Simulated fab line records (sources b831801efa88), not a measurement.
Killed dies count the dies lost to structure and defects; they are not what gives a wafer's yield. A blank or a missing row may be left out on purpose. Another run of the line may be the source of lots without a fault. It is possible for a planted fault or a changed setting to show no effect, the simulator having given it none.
A struck lot beside a sound one | flow sky130 | 43 out of 708 route steps
Sound: these wafers, L472.2, L472.3, L472.5. Struck: wafers L479.2, L479.4, L479.5. The cause is given at the end.
Order at every step that has rows: each side's tool, ch and its chambers, its first start. Under that, the readings that differ: sound wafers | struck wafers | difference of the means | sigmas: that difference in standard deviations of wafers without a fault.
alike: readings with means less than 2 such deviations apart, plus words and numbers identical on both sides. not compared: withheld readings, readings lacking a value on some wafer, bounds such as >300 that could conceal the same value, and numbers that have no deviation in the record and whose values overlap.
Wherever a step has rows on one side only, a row that says differs or no value, or a row with sigmas, the two part there. Non-overlapping numbers with no deviation appear without sigmas and do not part them. A reading missing from all wafers of one side parts the sides only when that side holds two or more wafers.

first, 2 steps without rows for these wafers: SKY_DNWELL_DEVELOP_06 (develop time 60 s); SKY_DNWELL_IMPLANT_07.
SKY_DNWELL_STRIP_08: strips in O2/N2.
  sound on plasma asher-04 ch 0,1, day 4 05:31; struck on plasma asher-01 ch 0,1, day 5 23:46
  alike: drypump motor current A, oes product au, strip time to endpoint s
  not compared: rf hours counter h
SKY_DNWELL_TW_MEAS_09:
  sound on film metro-02 at day 4 05:37; struck on film metro-02 at day 5 23:53
  alike: DNWELL_TW
then, 7 steps without rows for these wafers: SKY_PWDE_DEHYDRATE_00 (time 60 s); SKY_PWDE_HMDS_01 (prime time 60 s); SKY_PWDE_COAT_02 (resist thk 3000 nm); SKY_PWDE_SOFTBAKE_03; SKY_PWDE_EXPOSE_04 (exposes mask PWDEM, target cd 840 nm); SKY_PWDE_PEB_05; SKY_PWDE_DEVELOP_06 (develop time 60 s).
SKY_PWDE_OVL_MEAS_07:
  sound on overlay-02 at day 4 23:05; struck on overlay-01 at day 6 19:40
  reading       | sound       | struck         | difference | sigmas
  PWDE_OVL (nm) | 2.5 3.4 2.7 | -1.0 -0.9 -0.2 | -3.6       | -2
SKY_PWDE_IMPLANT_08:
  sound on implanter-04 ch 0, day 4 23:08; struck on implanter-04 ch 0, day 6 19:43
  reading            | sound                       | struck                        | difference | sigmas
  dose ions cm2      | 3.602e+12 3.598e+12 3.6e+12 | 3.914e+12 3.918e+12 3.918e+12 | +3.167e+11 | +70
  faraday current uA | 21.1 19.7 20.2              | 22.1 22.1 22.0                | +1.7       | +4
SKY_PWDE_STRIP_09: strips in O2/N2.
  sound on plasma asher-04 ch 0,1, day 4 23:16; struck on plasma asher-03 ch 1, day 6 19:51
  alike: drypump motor current A, oes product au, strip time to endpoint s
  not compared: rf hours counter h
SKY_PWDE_TW_MEAS_10:
  sound on film metro-02 at day 4 23:22; struck on film metro-04 at day 6 20:11
  reading | sound             | struck            | difference | sigmas
  PWDE_TW | 370.7 372.1 369.9 | 386.8 384.0 388.0 | +15.4      | +7
  not compared: hold
then, 6 steps without rows for these wafers: SKY_NWELL_HMDS_04 (prime time 60 s); SKY_NWELL_COAT_05 (resist thk 3000 nm); SKY_NWELL_SOFTBAKE_06; SKY_NWELL_EXPOSE_07 (exposes mask NWM, target cd 840 nm); SKY_NWELL_PEB_08; SKY_NWELL_DEVELOP_09 (develop time 60 s).
SKY_NWELL_OVL_MEAS_10:
  sound on overlay-02 at day 5 17:14; struck on overlay-01 at day 7 15:23
  alike: NWELL_00_OVL
then, 3 steps without rows for these wafers: SKY_NWELL_IMPLANT_11; SKY_NWELL_IMPLANT_12; SKY_NWELL_IMPLANT_13.
SKY_NWELL_STRIP_14: strips in O2/N2.
  sound on plasma asher-04 ch 0, day 5 17:43; struck on plasma asher-01 ch 1, day 7 15:52
  alike: drypump motor current A, oes product au, strip time to endpoint s
  not compared: rf hours counter h
SKY_NWELL_TW_MEAS_15:
  sound on film metro-02 at day 5 17:49; struck on film metro-03 at day 7 15:59
  reading  | sound          | struck         | difference | sigmas
  NWELL_TW | 1803 1812 1808 | 1831 1837 1827 | +24        | +2
then, 7 steps without rows for these wafers: SKY_NWELL_DEHYDRATE_16 (time 60 s); SKY_NWELL_HMDS_17 (prime time 60 s); SKY_NWELL_COAT_18 (resist thk 3000 nm); SKY_NWELL_SOFTBAKE_19; SKY_NWELL_EXPOSE_20 (exposes mask NWM COMPLEMENT, target cd 840 nm); SKY_NWELL_PEB_21; SKY_NWELL_DEVELOP_22 (develop time 60 s).
SKY_NWELL_OVL_MEAS_23:
  sound on overlay-01 at day 6 17:09; struck on overlay-01 at day 8 10:41
  alike: NWELL_01_OVL
next, for these wafers, 1 step has no rows: SKY_NWELL_IMPLANT_24.
SKY_NWELL_STRIP_25: strips in O2/N2.
  sound on plasma asher-01 ch 0, day 6 17:20; struck on plasma asher-04 ch 0,1, day 8 10:52
  reading                     | sound       | struck      | difference | sigmas
  drypump motor current A (A) | 5.2 5.2 5.2 | 6.1 6.0 6.0 | +0.8       | +2
  alike: oes product au, strip time to endpoint s
  not compared: rf hours counter h
SKY_NWELL_TW_MEAS_26:
  sound on film metro-04 at day 6 17:26; struck on film metro-02 at day 8 10:58
  alike: NWELL_2_TW
then, 1 step without rows for these wafers: SKY_NWELL_CLEAN_27 (cleans in SC1/SC2, time 150 s).
SKY_NWELL_RTA_28: time 30 s.
  sound on rtp anneal-01 ch 0, day 6 17:34; struck on rtp anneal-01 ch 0, day 8 11:05
  alike: lamp power pct, wafer_temp_C_max
SKY_NWELL_RS_MEAS_29: the measuring method here is four-point-probe.
  sound on film metro-04 at day 6 17:46; struck on film metro-02 at day 8 11:11
  alike: NWELL_RS
SKY_NWELL_RS_MEAS_31: the measuring method here is four-point-probe.
  sound on film metro-04 at day 6 18:00; struck on film metro-02 at day 8 11:44
  reading          | sound          | struck         | difference | sigmas
  PWDE_RS (ohm/sq) | 5285 5251 5262 | 4948 4946 4948 | -319       | -19
  not compared: hold
-- the record jumps here: 40 days lie between the struck wafers' starts before and after (it left off in module NWELL and takes up again in module PAD_OPEN, whose first step shown is number 708 of the route) --
SKY_PAD_OPEN_PROBE_99:
  sound on prober-02 at day 47 09:01; struck on prober-01 at day 48 21:41
  reading                                   | sound          | struck         | difference | sigmas
  model.etest.res pwde under gate.rs ohm sq | 6271 6254 6230 | 5692 5705 5732 | -542       |
  alike: killed_at_M0_to_M3, killed_at_M4_up, killed at contacts, killed at front end, killed at other, killed dies, killed open, killed short

## WHERE THEY PART
Earliest at SKY_PWDE_OVL_MEAS_07; latest, in this record, at SKY_NWELL_RS_MEAS_31. Later steps at which nothing parts them and some readings are alike: SKY_PAD_OPEN_PROBE_99.

WHY: what had been put in by the simulator
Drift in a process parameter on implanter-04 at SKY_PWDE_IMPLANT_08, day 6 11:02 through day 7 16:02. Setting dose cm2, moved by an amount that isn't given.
